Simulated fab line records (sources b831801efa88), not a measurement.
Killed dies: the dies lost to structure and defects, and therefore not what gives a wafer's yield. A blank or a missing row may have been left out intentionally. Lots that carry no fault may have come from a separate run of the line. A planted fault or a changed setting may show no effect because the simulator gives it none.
Matching of chambers | flow gf180mcu | GF_M5_ETCH_09 on rie diel-04 has 4 sister chambers
The step etches Si3N4 in CF4/O2, target depth 52 nm, time 11.6 s. 4 wafers are shown with their chamber, then 10 later ones without.

## WAFERS PAIRED WITH THEIR CHAMBERS
wafer  | chamber | drypump motor current A (A)
L086.4 | 1       | 5.6
L086.5 | 3       | 6.3
L091.1 | 2       | 6.5
L091.2 | 0       | 6.0

## WAFERS MISSING THEIR CHAMBER
wafer  | drypump motor current A (A)
L091.3 | 5.6
L091.4 | 6.3
L091.5 | 6.5
L091.6 | 6.3
L093.3 | 5.6
L093.4 | 6.5
L093.5 | 5.6
L097.3 | 6.0
L097.4 | 5.7
L097.6 | 6.5

## WHICH CHAMBER EACH WENT THROUGH
wafer  | from the rows above | in truth
L091.3 | 1                   | 1
L091.4 | 3                   | 3
L091.5 | 2                   | 2
L091.6 | 3                   | 3
L093.3 | 1                   | 1
L093.4 | 2                   | 2
L093.5 | 1                   | 1
L097.3 | 0                   | 0
L097.4 | 1                   | 1
L097.6 | 2                   | 2
10 of 10 placed correctly. Can't be placed from these rows: 0. Number placed wrongly: 0.
How it was worked out, from the rows above alone: a wafer's distance from a chamber is the root of the sum, over the readings, of the square of ((its reading less the chamber's mean) divided by the reading's scatter). If the next closest chamber is less than 2 further off than the closest, the wafer can't be placed; otherwise it belongs to the closest. Each chamber's mean is taken over the wafers shown for it. The scatter: with one shown wafer a chamber, the root of the mean of the squares of how far each hidden wafer lies from its nearest shown one.
